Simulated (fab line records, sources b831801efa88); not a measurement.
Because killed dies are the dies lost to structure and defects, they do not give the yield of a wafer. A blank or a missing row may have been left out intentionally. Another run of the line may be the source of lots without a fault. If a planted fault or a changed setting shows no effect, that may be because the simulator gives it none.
Which tool is to blame? | flow sky130 | Sampling: 24 lots, 72 wafers, 4 of 708 route steps

== WHAT THE GAUGES READ, wafer by wafer ==
SKY_VIA1_THK_MEAS_01.
lot  | measured     | on           | VIA1_HDPCVD_THK (nm)
L075 | day 32 18:42 | filmMetro-01 | 1030 1032 1025
L074 | day 32 18:52 | filmMetro-04 | 1034 1029 1021
L076 | day 33 05:02 | filmMetro-01 | 1043 1043 1041
L077 | day 33 09:54 | filmMetro-02 | 1044 1047 1049
L078 | day 33 14:39 | filmMetro-04 | 1038 1042 1068
L079 | day 34 03:21 | filmMetro-02 | 1042 1026 1039
L080 | day 34 10:50 | filmMetro-01 | 1032 1023 1038
L081 | day 35 08:57 | filmMetro-02 | 1020 1020 1028
L082 | day 35 15:34 | filmMetro-02 | 1021 1029 1026
L083 | day 35 16:01 | filmMetro-04 | 1006 1006 1022
L084 | day 36 00:23 | filmMetro-01 | 1032 1009 1020
L085 | day 36 04:30 | filmMetro-01 | 1028 1031 1028
L087 | day 37 08:56 | filmMetro-04 | 1026 1034 1039
L086 | day 37 09:37 | filmMetro-04 | 1014 1000 1015
L088 | day 37 12:20 | filmMetro-01 | 1031 1050 1058
L089 | day 37 22:35 | filmMetro-01 | 1021 1006 1022
L092 | day 38 01:40 | filmMetro-01 | 1032 1039 1020
L090 | day 38 03:31 | filmMetro-04 | 1012 1023 1020
L091 | day 38 06:10 | filmMetro-04 | 1007 1039 1031
L093 | day 38 11:04 | filmMetro-01 | 1030 1033 1034
L094 | day 38 16:13 | filmMetro-02 | 1027 1038 1034
L095 | day 39 01:33 | filmMetro-04 | 1022 1041 1031
L096 | day 39 11:10 | filmMetro-04 | 1031 1016 1042
L097 | day 39 15:28 | filmMetro-02 | 1045 1030 1036

SKY_VIA1_RS_MEAS_22: measurement is done with a four-point probe.
lot  | measured     | on           | VIA1_W_RS (ohm/sq)
L075 | day 34 00:05 | filmMetro-02 | 0.425 0.427 0.421
L074 | day 34 00:21 | filmMetro-01 | 0.424 0.425 0.431
L076 | day 34 09:19 | filmMetro-04 | 0.432 0.434 0.433
L077 | day 34 14:14 | filmMetro-02 | 0.435 0.427 0.425
L078 | day 34 18:58 | filmMetro-02 | 0.427 0.433 0.429
L079 | day 35 06:53 | filmMetro-01 | 0.425 0.428 0.424
L080 | day 35 13:55 | filmMetro-04 | 0.424 0.430 0.430
L081 | day 36 12:44 | filmMetro-01 | 0.430 0.427 0.430
L082 | day 36 18:56 | filmMetro-04 | 0.435 0.434 0.424
L083 | day 36 19:31 | filmMetro-02 | 0.427 0.431 0.428
L084 | day 37 04:03 | filmMetro-02 | 0.429 0.433 0.429
L085 | day 37 08:23 | filmMetro-02 | 0.429 0.422 0.431
L087 | day 38 11:14 | filmMetro-04 | 0.424 0.418 0.434
L086 | day 38 12:36 | filmMetro-02 | 0.429 0.427 0.429
L088 | day 38 14:54 | filmMetro-02 | 0.427 0.429 0.423
L089 | day 39 00:28 | filmMetro-04 | 0.428 0.426 0.431
L092 | day 39 04:07 | filmMetro-02 | 0.430 0.423 0.425
L090 | day 39 05:33 | filmMetro-01 | 0.429 0.429 0.426
L091 | day 39 08:25 | filmMetro-04 | 0.435 0.430 0.424
L093 | day 39 12:40 | filmMetro-04 | 0.418 0.421 0.422
L094 | day 39 17:52 | filmMetro-04 | 0.422 0.428 0.428
L095 | day 40 03:22 | filmMetro-02 | 0.425 0.429 0.432
L096 | day 40 13:17 | filmMetro-02 | 0.431 0.434 0.431
L097 | day 40 17:51 | filmMetro-01 | 0.427 0.426 0.432

SKY_METAL3_OVL_MEAS_14.
lot  | measured     | on         | METAL3_OVL (nm)
L075 | day 38 11:23 | overlay-02 | 14 5 10
L074 | day 38 12:50 | overlay-02 | 4 7 4
L076 | day 38 20:57 | overlay-01 | 12 3 15
L077 | day 39 00:56 | overlay-02 | -2 8 7
L078 | day 39 06:42 | overlay-01 | -1 -1 1
L079 | day 39 17:38 | overlay-02 | 1 3 7
L080 | day 40 00:18 | overlay-02 | 5 8 7
L081 | day 40 22:53 | overlay-01 | 2 -7 9
L082 | day 41 01:59 | overlay-02 | -7 3 -3
L083 | day 41 03:09 | overlay-01 | 0 -3 -2
L084 | day 41 12:47 | overlay-01 | 2 -4 -5
L085 | day 41 14:25 | overlay-01 | 6 6 5
L087 | day 42 14:43 | overlay-01 | 3 4 0
L086 | day 42 16:20 | overlay-02 | 1 -3 -3
L088 | day 42 18:15 | overlay-01 | -5 9 0
L089 | day 43 05:06 | overlay-01 | 10 15 10
L092 | day 43 07:46 | overlay-01 | 12 8 4
L090 | day 43 09:23 | overlay-02 | 1 9 5
L091 | day 43 11:33 | overlay-02 | 6 8 -8
L093 | day 43 13:59 | overlay-02 | 8 8 6
L094 | day 43 20:20 | overlay-02 | 8 3 9
L095 | day 44 04:30 | overlay-02 | 7 8 14
L096 | day 44 12:17 | overlay-02 | 0 8 3
L097 | day 44 20:32 | overlay-02 | -1 1 -1

SKY_VIA4_THK_MEAS_01.
lot  | measured     | on           | VIA4_HDPCVD_THK (nm)
L075 | day 41 16:48 | filmMetro-03 | 1762 1746 1755
L074 | day 41 19:12 | filmMetro-03 | 1739 1734 1767
L076 | day 42 02:25 | filmMetro-04 | 1712 1741 1702
L077 | day 42 05:59 | filmMetro-04 | 1729 1734 1738
L078 | day 42 12:30 | filmMetro-01 | 1725 1760 1732
L079 | day 42 22:01 | filmMetro-04 | 1722 1732 1763
L080 | day 43 03:05 | filmMetro-03 | 1783 1754 1786
L081 | day 44 02:02 | filmMetro-03 | 1740 1735 1748
L082 | day 44 03:50 | filmMetro-03 | 1756 1725 1695
L083 | day 44 05:20 | filmMetro-03 | 1729 1728 1731
L084 | day 44 14:26 | filmMetro-04 | 1756 1741 1752
L085 | day 44 16:56 | filmMetro-03 | 1749 1759 1726
L087 | day 45 15:10 | filmMetro-01 | 1746 1775 1725
L086 | day 45 16:38 | filmMetro-04 | 1745 1749 1745
L088 | day 45 18:13 | filmMetro-04 | 1716 1713 1758
L089 | day 46 05:01 | filmMetro-01 | 1741 1728 1721
L092 | day 46 06:37 | filmMetro-03 | 1737 1745 1775
L090 | day 46 08:25 | filmMetro-04 | 1763 1719 1718
L091 | day 46 10:21 | filmMetro-04 | 1713 1739 1709
L093 | day 46 12:08 | filmMetro-01 | 1758 1725 1720
L094 | day 46 16:36 | filmMetro-03 | 1754 1757 1730
L095 | day 47 00:59 | filmMetro-04 | 1774 1758 1737
L096 | day 47 08:10 | filmMetro-04 | 1779 1736 1737
L097 | day 47 13:53 | filmMetro-04 | 1699 1755 1711

== EACH LOT AND THE TOOL THAT RAN IT (in order: tool; ch and the chambers of the sampled wafers; start) ==
No process step before these readings appears in the record.

== AS READ BY THE TOOLS THEMSELVES (means over the sampled wafers that have a number; for cases with no such wafer, the mark the record gives instead) ==
The record holds no such reading with a usual standard deviation.

== THE ANSWER, worked out from the rows above alone ==
Rule: usual is defined by the lots themselves. The widest of any qualifying gaps counts: lots, ordered by their means at a reading, are off when they make up no more than a third of the lots, leave a main group of 4 or more, and stand apart from it by 3 or more times the standard deviation of that group's means. If all means in a main group match to the digits the tables above print for the reading, that group is not used. Also off: a lot with no number at a reading for which 4 or more lots have one. All remaining lots with rows at the step are treated as sound. First the gauges in route order, then the tools' own readings, where a lot's mean is used as printed above. At the first step where some lot is off, the reading lying furthest off is the one used; lots without a number count as furthest.
No lot is off on any of the readings shown, so nothing can be concluded from this.

== WHAT THE SIMULATOR HAD INSERTED ==
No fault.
